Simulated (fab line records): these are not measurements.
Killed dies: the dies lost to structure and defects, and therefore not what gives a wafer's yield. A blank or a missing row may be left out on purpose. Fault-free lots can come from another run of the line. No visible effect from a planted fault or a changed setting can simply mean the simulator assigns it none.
fab line records / flow gf180mcu / part 2 of 2: steps 29 to 37 of 37
record: lots: 5 wafers: 15 last_day: 34
route steps=602 shown M5@532 V5@540 TOP_METAL@567
lots that met no fault: taken from a fault-free run of the same line
start_h: start of the lot's first displayed wafer, in hours after the record's first day / wait_h: hours since the lot's step before / " same as the row above / L1.1+2: a single row standing in for several wafers / - either no value or no given start / * or withheld: withheld / < > ~ a bound
route shown NAME@n: names a module that has steps shown in the file, with the first one's number in the route / usual: mean/standard deviation of fault-free wafers / same: alike in all rows / chamber/n: place in a boat / sites: the reading at each site / _std_site: the values' standard deviation / _edge_site: the outer-site mean with the inner-site mean subtracted / radius_mm: how far each site lies from the wafer's centre / mask NAME#n: copy n / behind: tool/chamber where the wafer was last shaped / hold: why the lot was held/for how many hours/how that ended / device: the transistor (n, p or np) that didn't switch / end of line: the same wafers' tests at the end of the route / a step without rows: its recipe alone / killed: at the first sort, the dies lost to defects and structure; wafer yield is something else / map: a wafer's dies, x killed, . not, _ none there
set.NAME: setting as actually run; set.NAME@STEP: the setting as run at that earlier step / model.NAME: the simulator's own value behind a step, which no gauge read
certain route steps with their lots: each step a table, each wafer a row
services: a tool's chamber out of use, with start hour (start_h, from the record's first day; less than 0 if before it), hours out, and reason
== steps ==
step: GF_V5_CLEAN_20
recipe: chemistry: DIW dry: n2_spin
lot.wafer=L078.3+4+6 tool=wet_bench-04 chamber=0 start_h=664.65 wait_h=0.0
lot.wafer=L080.1+2+6 tool=wet_bench-04 chamber=3 start_h=686.49 wait_h=0.0
lot.wafer=L085.1+4+5 tool=wet_bench-01 chamber=1 start_h=724.38 wait_h=0.0
lot.wafer=L092.1+3+4 tool=wet_bench-04 chamber=3 start_h=762.75 wait_h=0.0
lot.wafer=L097.1+4+5 tool=wet_bench-01 chamber=1 start_h=781.21 wait_h=0.0
step: GF_V5_SPUTTER_21
recipe: material: Ti target_thk_nm: 15 chamber_pressure_pa: 5 power_w: 2500 substrate_temp_c: 200 time_s: 80.02
usual: throttle_valve_pct: 29.7/0.83
lot.wafer=L078.3 tool=pvd_sputter-04 chamber=- start_h=664.75 wait_h=0.0 throttle_valve_pct=30.0
lot.wafer=L078.4 tool=pvd_sputter-04 chamber=- start_h=664.75 wait_h=0.0 throttle_valve_pct=30.1
lot.wafer=L078.6 tool=pvd_sputter-04 chamber=- start_h=664.75 wait_h=0.0 throttle_valve_pct=30.6
lot.wafer=L080.1 tool=pvd_sputter-03 chamber=- start_h=686.59 wait_h=0.0 throttle_valve_pct=29.3
lot.wafer=L080.2 tool=pvd_sputter-03 chamber=- start_h=686.59 wait_h=0.0 throttle_valve_pct=30.2
lot.wafer=L080.6 tool=pvd_sputter-03 chamber=- start_h=686.59 wait_h=0.0 throttle_valve_pct=29.8
lot.wafer=L085.1 tool=pvd_sputter-03 chamber=- start_h=724.48 wait_h=0.0 throttle_valve_pct=29.8
lot.wafer=L085.4 tool=pvd_sputter-03 chamber=- start_h=724.48 wait_h=0.0 throttle_valve_pct=30.0
lot.wafer=L085.5 tool=pvd_sputter-03 chamber=- start_h=724.48 wait_h=0.0 throttle_valve_pct=30.1
lot.wafer=L092.1 tool=pvd_sputter-03 chamber=- start_h=762.84 wait_h=0.0 throttle_valve_pct=30.2
lot.wafer=L092.3 tool=pvd_sputter-03 chamber=- start_h=762.84 wait_h=0.0 throttle_valve_pct=29.4
lot.wafer=L092.4 tool=pvd_sputter-03 chamber=- start_h=762.84 wait_h=0.0 throttle_valve_pct=29.0
lot.wafer=L097.1 tool=pvd_sputter-04 chamber=- start_h=781.30 wait_h=0.0 throttle_valve_pct=29.6
lot.wafer=L097.4 tool=pvd_sputter-04 chamber=- start_h=781.30 wait_h=0.0 throttle_valve_pct=30.7
lot.wafer=L097.5 tool=pvd_sputter-04 chamber=- start_h=781.30 wait_h=0.0 throttle_valve_pct=30.6
step: GF_V5_SPUTTER_22
recipe: material: TiN target_thk_nm: 10 chamber_pressure_pa: 5 power_w: 4000 time_s: 40
usual: throttle_valve_pct: 29.7/0.86
lot.wafer=L078.3 tool=pvd_sputter-04 chamber=- start_h=664.81 wait_h=0.0 throttle_valve_pct=30.3
lot.wafer=L078.4 tool=pvd_sputter-04 chamber=- start_h=664.81 wait_h=0.0 throttle_valve_pct=30.4
lot.wafer=L078.6 tool=pvd_sputter-04 chamber=- start_h=664.81 wait_h=0.0 throttle_valve_pct=30.4
lot.wafer=L080.1 tool=pvd_sputter-03 chamber=- start_h=686.65 wait_h=0.0 throttle_valve_pct=29.2
lot.wafer=L080.2 tool=pvd_sputter-03 chamber=- start_h=686.65 wait_h=0.0 throttle_valve_pct=30.2
lot.wafer=L080.6 tool=pvd_sputter-03 chamber=- start_h=686.65 wait_h=0.0 throttle_valve_pct=30.0
lot.wafer=L085.1 tool=pvd_sputter-03 chamber=- start_h=724.54 wait_h=0.0 throttle_valve_pct=29.7
lot.wafer=L085.4 tool=pvd_sputter-03 chamber=- start_h=724.54 wait_h=0.0 throttle_valve_pct=30.2
lot.wafer=L085.5 tool=pvd_sputter-03 chamber=- start_h=724.54 wait_h=0.0 throttle_valve_pct=30.2
lot.wafer=L092.1 tool=pvd_sputter-03 chamber=- start_h=762.90 wait_h=0.0 throttle_valve_pct=30.6
lot.wafer=L092.3 tool=pvd_sputter-03 chamber=- start_h=762.90 wait_h=0.0 throttle_valve_pct=29.5
lot.wafer=L092.4 tool=pvd_sputter-03 chamber=- start_h=762.90 wait_h=0.0 throttle_valve_pct=28.8
lot.wafer=L097.1 tool=pvd_sputter-04 chamber=- start_h=781.36 wait_h=0.0 throttle_valve_pct=29.9
lot.wafer=L097.4 tool=pvd_sputter-04 chamber=- start_h=781.36 wait_h=0.0 throttle_valve_pct=30.8
lot.wafer=L097.5 tool=pvd_sputter-04 chamber=- start_h=781.36 wait_h=0.0 throttle_valve_pct=30.3
step: GF_V5_CVD_23
recipe: material: W target_thk_nm: 350 time_s: 104.9 temp_c: 400 pressure_torr: 40
usual: heater_power_w: 808/48
lot.wafer=L078.3 tool=cvd_w-01 chamber=0 start_h=664.89 wait_h=0.1 heater_power_w=792
lot.wafer=L078.4 tool=cvd_w-01 chamber=1 start_h=664.89 wait_h=0.1 heater_power_w=844
lot.wafer=L078.6 tool=cvd_w-01 chamber=1 start_h=664.89 wait_h=0.1 heater_power_w=846
lot.wafer=L080.1 tool=cvd_w-01 chamber=0 start_h=686.69 wait_h=0.0 heater_power_w=806
lot.wafer=L080.2 tool=cvd_w-01 chamber=1 start_h=686.69 wait_h=0.0 heater_power_w=851
lot.wafer=L080.6 tool=cvd_w-01 chamber=0 start_h=686.69 wait_h=0.0 heater_power_w=781
lot.wafer=L085.1 tool=cvd_w-02 chamber=0 start_h=724.58 wait_h=0.0 heater_power_w=872
lot.wafer=L085.4 tool=cvd_w-02 chamber=0 start_h=724.58 wait_h=0.0 heater_power_w=840
lot.wafer=L085.5 tool=cvd_w-02 chamber=1 start_h=724.58 wait_h=0.0 heater_power_w=730
lot.wafer=L092.1 tool=cvd_w-02 chamber=1 start_h=762.94 wait_h=0.0 heater_power_w=729
lot.wafer=L092.3 tool=cvd_w-02 chamber=0 start_h=762.94 wait_h=0.0 heater_power_w=851
lot.wafer=L092.4 tool=cvd_w-02 chamber=1 start_h=762.94 wait_h=0.0 heater_power_w=720
lot.wafer=L097.1 tool=cvd_w-01 chamber=1 start_h=781.40 wait_h=0.0 heater_power_w=867
lot.wafer=L097.4 tool=cvd_w-01 chamber=0 start_h=781.40 wait_h=0.0 heater_power_w=793
lot.wafer=L097.5 tool=cvd_w-01 chamber=1 start_h=781.40 wait_h=0.0 heater_power_w=855
step: GF_V5_RS_MEAS_24
recipe: thk_meas_gauge: four-point-probe reads: W_of_V5_CVD_23+TiN_of_V5_SPUTTER_22+Ti_of_V5_SPUTTER_21
usual: V5_W_RS: 0.323/0.0064
lot.wafer=L078.3 tool=film_metro-02 chamber=- start_h=665.00 wait_h=0.1 V5_W_RS[ohm/sq]=0.313
lot.wafer=L078.4 tool=film_metro-02 chamber=- start_h=665.00 wait_h=0.1 V5_W_RS[ohm/sq]=0.327
lot.wafer=L078.6 tool=film_metro-02 chamber=- start_h=665.00 wait_h=0.1 V5_W_RS[ohm/sq]=0.328
lot.wafer=L080.1 tool=film_metro-01 chamber=- start_h=686.80 wait_h=0.1 V5_W_RS[ohm/sq]=0.315
lot.wafer=L080.2 tool=film_metro-01 chamber=- start_h=686.80 wait_h=0.1 V5_W_RS[ohm/sq]=0.331
lot.wafer=L080.6 tool=film_metro-01 chamber=- start_h=686.80 wait_h=0.1 V5_W_RS[ohm/sq]=0.313
lot.wafer=L085.1 tool=film_metro-02 chamber=- start_h=724.69 wait_h=0.1 V5_W_RS[ohm/sq]=0.313
lot.wafer=L085.4 tool=film_metro-02 chamber=- start_h=724.69 wait_h=0.1 V5_W_RS[ohm/sq]=0.321
lot.wafer=L085.5 tool=film_metro-02 chamber=- start_h=724.69 wait_h=0.1 V5_W_RS[ohm/sq]=0.329
lot.wafer=L092.1 tool=film_metro-02 chamber=- start_h=763.05 wait_h=0.1 V5_W_RS[ohm/sq]=0.329
lot.wafer=L092.3 tool=film_metro-02 chamber=- start_h=763.05 wait_h=0.1 V5_W_RS[ohm/sq]=0.316
lot.wafer=L092.4 tool=film_metro-02 chamber=- start_h=763.05 wait_h=0.1 V5_W_RS[ohm/sq]=0.328
lot.wafer=L097.1 tool=film_metro-01 chamber=- start_h=781.51 wait_h=0.1 V5_W_RS[ohm/sq]=0.327
lot.wafer=L097.4 tool=film_metro-01 chamber=- start_h=781.51 wait_h=0.1 V5_W_RS[ohm/sq]=0.314
lot.wafer=L097.5 tool=film_metro-01 chamber=- start_h=781.51 wait_h=0.1 V5_W_RS[ohm/sq]=0.325
step: GF_V5_THK_MEAS_25
recipe: thk_meas_gauge: xrf reads: W_of_V5_CVD_23
usual: V5_W_THK: 350/8.7
lot.wafer=L078.3 tool=film_metro-02 chamber=- start_h=665.10 wait_h=0.1 V5_W_THK[nm]=364
lot.wafer=L078.4 tool=film_metro-02 chamber=- start_h=665.10 wait_h=0.1 V5_W_THK[nm]=349
lot.wafer=L078.6 tool=film_metro-02 chamber=- start_h=665.10 wait_h=0.1 V5_W_THK[nm]=346
lot.wafer=L080.1 tool=film_metro-01 chamber=- start_h=686.92 wait_h=0.1 V5_W_THK[nm]=355
lot.wafer=L080.2 tool=film_metro-01 chamber=- start_h=686.92 wait_h=0.1 V5_W_THK[nm]=339
lot.wafer=L080.6 tool=film_metro-01 chamber=- start_h=686.92 wait_h=0.1 V5_W_THK[nm]=358
lot.wafer=L085.1 tool=film_metro-02 chamber=- start_h=724.81 wait_h=0.1 V5_W_THK[nm]=363
lot.wafer=L085.4 tool=film_metro-02 chamber=- start_h=724.81 wait_h=0.1 V5_W_THK[nm]=353
lot.wafer=L085.5 tool=film_metro-02 chamber=- start_h=724.81 wait_h=0.1 V5_W_THK[nm]=344
lot.wafer=L092.1 tool=film_metro-02 chamber=- start_h=763.17 wait_h=0.1 V5_W_THK[nm]=344
lot.wafer=L092.3 tool=film_metro-02 chamber=- start_h=763.17 wait_h=0.1 V5_W_THK[nm]=357
lot.wafer=L092.4 tool=film_metro-02 chamber=- start_h=763.17 wait_h=0.1 V5_W_THK[nm]=344
lot.wafer=L097.1 tool=film_metro-01 chamber=- start_h=781.63 wait_h=0.1 V5_W_THK[nm]=343
lot.wafer=L097.4 tool=film_metro-01 chamber=- start_h=781.63 wait_h=0.1 V5_W_THK[nm]=356
lot.wafer=L097.5 tool=film_metro-01 chamber=- start_h=781.63 wait_h=0.1 V5_W_THK[nm]=344
step: GF_V5_CMP_26
recipe: stop_on: SiO2 down_force_psi: 3.5 platen_rpm: 60 t_overpolish_s: 15 target_thk_nm: 0 pad_velocity_m_s: 0.94248
usual: motor_current_A: 10.9/0.93 overpolish_run_s: 15.000/0.0088 retaining_ring_pressure_frac: 1.000/0.0052 slurry_filter_dp_kPa: 13.51/0.13 slurry_flow_ml_min: 150.0/0.45 time_to_endpoint_s: 86/3.5
lot.wafer=L078.3 tool=cmp-02 chamber=0 start_h=665.19 wait_h=0.1 motor_current_A=10.5 overpolish_run_s=15.002 retaining_ring_pressure_frac=0.998 slurry_filter_dp_kPa=13.61 slurry_flow_ml_min=149.9 time_to_endpoint_s=88
lot.wafer=L078.4 tool=cmp-02 chamber=2 start_h=665.19 wait_h=0.1 motor_current_A=9.8 overpolish_run_s=14.986 retaining_ring_pressure_frac=0.999 slurry_filter_dp_kPa=13.41 slurry_flow_ml_min=150.7 time_to_endpoint_s=82
lot.wafer=L078.6 tool=cmp-02 chamber=3 start_h=665.19 wait_h=0.1 motor_current_A=11.8 overpolish_run_s=15.006 retaining_ring_pressure_frac=1.010 slurry_filter_dp_kPa=13.55 slurry_flow_ml_min=150.1 time_to_endpoint_s=88
lot.wafer=L080.1 tool=cmp-02 chamber=2 start_h=687.03 wait_h=0.1 motor_current_A=10.0 overpolish_run_s=15.014 retaining_ring_pressure_frac=1.003 slurry_filter_dp_kPa=13.50 slurry_flow_ml_min=150.2 time_to_endpoint_s=86
lot.wafer=L080.2 tool=cmp-02 chamber=3 start_h=687.03 wait_h=0.1 motor_current_A=11.2 overpolish_run_s=15.008 retaining_ring_pressure_frac=1.003 slurry_filter_dp_kPa=13.29 slurry_flow_ml_min=150.0 time_to_endpoint_s=89
lot.wafer=L080.6 tool=cmp-02 chamber=2 start_h=687.03 wait_h=0.1 motor_current_A=10.4 overpolish_run_s=14.999 retaining_ring_pressure_frac=0.998 slurry_filter_dp_kPa=13.31 slurry_flow_ml_min=150.2 time_to_endpoint_s=87
lot.wafer=L085.4 tool=cmp-01 chamber=1 start_h=724.87 wait_h=0.0 motor_current_A=12.8 overpolish_run_s=14.998 retaining_ring_pressure_frac=1.003 slurry_filter_dp_kPa=13.78 slurry_flow_ml_min=150.6 time_to_endpoint_s=88
lot.wafer=L085.1 tool=cmp-01 chamber=2 start_h=724.87 wait_h=0.0 motor_current_A=10.1 overpolish_run_s=14.986 retaining_ring_pressure_frac=1.005 slurry_filter_dp_kPa=13.58 slurry_flow_ml_min=150.1 time_to_endpoint_s=90
lot.wafer=L085.5 tool=cmp-01 chamber=1 start_h=724.87 wait_h=0.0 motor_current_A=12.2 overpolish_run_s=15.006 retaining_ring_pressure_frac=0.994 slurry_filter_dp_kPa=13.39 slurry_flow_ml_min=150.0 time_to_endpoint_s=83
lot.wafer=L092.3 tool=cmp-02 chamber=3 start_h=763.28 wait_h=0.1 motor_current_A=11.1 overpolish_run_s=15.002 retaining_ring_pressure_frac=0.997 slurry_filter_dp_kPa=13.64 slurry_flow_ml_min=151.0 time_to_endpoint_s=90
lot.wafer=L092.4 tool=cmp-02 chamber=0 start_h=763.28 wait_h=0.1 motor_current_A=9.8 overpolish_run_s=14.994 retaining_ring_pressure_frac=0.999 slurry_filter_dp_kPa=13.49 slurry_flow_ml_min=150.1 time_to_endpoint_s=82
lot.wafer=L092.1 tool=cmp-02 chamber=1 start_h=763.28 wait_h=0.1 motor_current_A=10.7 overpolish_run_s=15.005 retaining_ring_pressure_frac=1.008 slurry_filter_dp_kPa=13.72 slurry_flow_ml_min=151.0 time_to_endpoint_s=85
lot.wafer=L097.4 tool=cmp-02 chamber=2 start_h=781.74 wait_h=0.1 motor_current_A=9.6 overpolish_run_s=15.002 retaining_ring_pressure_frac=0.997 slurry_filter_dp_kPa=13.30 slurry_flow_ml_min=149.8 time_to_endpoint_s=85
lot.wafer=L097.1 tool=cmp-02 chamber=0 start_h=781.74 wait_h=0.1 motor_current_A=10.1 overpolish_run_s=15.012 retaining_ring_pressure_frac=1.001 slurry_filter_dp_kPa=13.86 slurry_flow_ml_min=149.6 time_to_endpoint_s=83
lot.wafer=L097.5 tool=cmp-02 chamber=2 start_h=781.74 wait_h=0.1 motor_current_A=10.0 overpolish_run_s=14.989 retaining_ring_pressure_frac=1.000 slurry_filter_dp_kPa=13.42 slurry_flow_ml_min=149.0 time_to_endpoint_s=85
step: GF_TOP_METAL_SPUTTER_00
recipe: material: Ti target_thk_nm: 37.5 arriving_ion_energy_ev: 80 substrate_temp_c: 200 chamber_pressure_pa: 2 power_w: 4000 time_s: 150
usual: throttle_valve_pct: 29.8/0.69
lot.wafer=L078.3 tool=pvd_sputter-04 chamber=- start_h=665.44 wait_h=0.2 throttle_valve_pct=30.0
lot.wafer=L078.4 tool=pvd_sputter-04 chamber=- start_h=665.44 wait_h=0.2 throttle_valve_pct=29.7
lot.wafer=L078.6 tool=pvd_sputter-04 chamber=- start_h=665.44 wait_h=0.2 throttle_valve_pct=30.0
lot.wafer=L080.1 tool=pvd_sputter-01 chamber=- start_h=687.28 wait_h=0.2 throttle_valve_pct=28.9
lot.wafer=L080.2 tool=pvd_sputter-01 chamber=- start_h=687.28 wait_h=0.2 throttle_valve_pct=30.9
lot.wafer=L080.6 tool=pvd_sputter-01 chamber=- start_h=687.28 wait_h=0.2 throttle_valve_pct=28.6
lot.wafer=L085.1 tool=pvd_sputter-01 chamber=- start_h=725.17 wait_h=0.2 throttle_valve_pct=28.6
lot.wafer=L085.4 tool=pvd_sputter-01 chamber=- start_h=725.17 wait_h=0.2 throttle_valve_pct=28.8
lot.wafer=L085.5 tool=pvd_sputter-01 chamber=- start_h=725.17 wait_h=0.2 throttle_valve_pct=30.7
lot.wafer=L092.1 tool=pvd_sputter-03 chamber=- start_h=763.53 wait_h=0.1 throttle_valve_pct=29.3
lot.wafer=L092.3 tool=pvd_sputter-03 chamber=- start_h=763.53 wait_h=0.1 throttle_valve_pct=29.7
lot.wafer=L092.4 tool=pvd_sputter-03 chamber=- start_h=763.53 wait_h=0.1 throttle_valve_pct=30.3
lot.wafer=L097.1 tool=pvd_sputter-03 chamber=- start_h=781.99 wait_h=0.1 throttle_valve_pct=29.9
lot.wafer=L097.4 tool=pvd_sputter-03 chamber=- start_h=781.99 wait_h=0.1 throttle_valve_pct=29.9
lot.wafer=L097.5 tool=pvd_sputter-03 chamber=- start_h=781.99 wait_h=0.1 throttle_valve_pct=30.1
step: GF_TOP_METAL_SPUTTER_01
recipe: material: TiN target_thk_nm: 30 power_w: 6500 time_s: 25 chamber_pressure_pa: 0.4
usual: throttle_valve_pct: 29.8/0.68
lot.wafer=L078.3 tool=pvd_sputter-04 chamber=- start_h=665.54 wait_h=0.1 throttle_valve_pct=29.9
lot.wafer=L078.4 tool=pvd_sputter-04 chamber=- start_h=665.54 wait_h=0.1 throttle_valve_pct=29.7
lot.wafer=L078.6 tool=pvd_sputter-04 chamber=- start_h=665.54 wait_h=0.1 throttle_valve_pct=30.1
lot.wafer=L080.1 tool=pvd_sputter-01 chamber=- start_h=687.38 wait_h=0.1 throttle_valve_pct=28.6
lot.wafer=L080.2 tool=pvd_sputter-01 chamber=- start_h=687.38 wait_h=0.1 throttle_valve_pct=30.9
lot.wafer=L080.6 tool=pvd_sputter-01 chamber=- start_h=687.38 wait_h=0.1 throttle_valve_pct=28.9
lot.wafer=L085.1 tool=pvd_sputter-01 chamber=- start_h=725.27 wait_h=0.1 throttle_valve_pct=28.8
lot.wafer=L085.4 tool=pvd_sputter-01 chamber=- start_h=725.27 wait_h=0.1 throttle_valve_pct=28.9
lot.wafer=L085.5 tool=pvd_sputter-01 chamber=- start_h=725.27 wait_h=0.1 throttle_valve_pct=30.5
lot.wafer=L092.1 tool=pvd_sputter-03 chamber=- start_h=763.63 wait_h=0.1 throttle_valve_pct=29.4
lot.wafer=L092.3 tool=pvd_sputter-03 chamber=- start_h=763.63 wait_h=0.1 throttle_valve_pct=29.6
lot.wafer=L092.4 tool=pvd_sputter-03 chamber=- start_h=763.63 wait_h=0.1 throttle_valve_pct=30.2
lot.wafer=L097.1 tool=pvd_sputter-03 chamber=- start_h=782.09 wait_h=0.1 throttle_valve_pct=30.1
lot.wafer=L097.4 tool=pvd_sputter-03 chamber=- start_h=782.09 wait_h=0.1 throttle_valve_pct=29.8
lot.wafer=L097.5 tool=pvd_sputter-03 chamber=- start_h=782.09 wait_h=0.1 throttle_valve_pct=30.1
== services ==
tool=wet_bench-01 chamber=- start_h=645.58 hours=2.6 kind=repair
tool=krf_scanner-02 chamber=- start_h=659.62 hours=0.8 kind=pm
tool=pvd_sputter-01 chamber=- start_h=662.35 hours=2.1 kind=repair
tool=wet_bench-04 chamber=- start_h=678.64 hours=0.7 kind=repair
tool=cmp-02 chamber=- start_h=691.50 hours=1.0 kind=repair
tool=pvd_sputter-03 chamber=- start_h=697.66 hours=0.8 kind=repair
tool=pvd_sputter-01 chamber=- start_h=702.26 hours=14.7 kind=repair
tool=pvd_sputter-04 chamber=- start_h=709.11 hours=3.0 kind=repair
tool=krf_scanner-02 chamber=- start_h=710.57 hours=1.3 kind=pm
tool=cmp-02 chamber=- start_h=715.96 hours=6.3 kind=pm
tool=rie_diel-04 chamber=1 start_h=715.98 hours=5.5 kind=repair
tool=krf_scanner-02 chamber=- start_h=720.14 hours=0.7 kind=repair
tool=plasma_asher-02 chamber=- start_h=721.14 hours=14.6 kind=pm
tool=krf_scanner-02 chamber=- start_h=726.24 hours=1.0 kind=pm
tool=rie_diel-04 chamber=- start_h=729.86 hours=2.8 kind=pm
tool=plasma_asher-01 chamber=- start_h=734.38 hours=1.1 kind=repair
tool=plasma_asher-01 chamber=- start_h=740.48 hours=1.2 kind=repair
tool=cvd_w-01 chamber=- start_h=741.73 hours=2.1 kind=repair
tool=krf_scanner-02 chamber=- start_h=742.61 hours=2.4 kind=repair
tool=plasma_asher-01 chamber=- start_h=751.84 hours=2.8 kind=pm
tool=plasma_asher-01 chamber=- start_h=763.99 hours=0.7 kind=repair
tool=hdpcvd-02 chamber=- start_h=773.07 hours=6.0 kind=pm
tool=wet_bench-04 chamber=- start_h=778.90 hours=10.9 kind=repair
tool=pecvd-04 chamber=2 start_h=780.08 hours=7.1 kind=repair
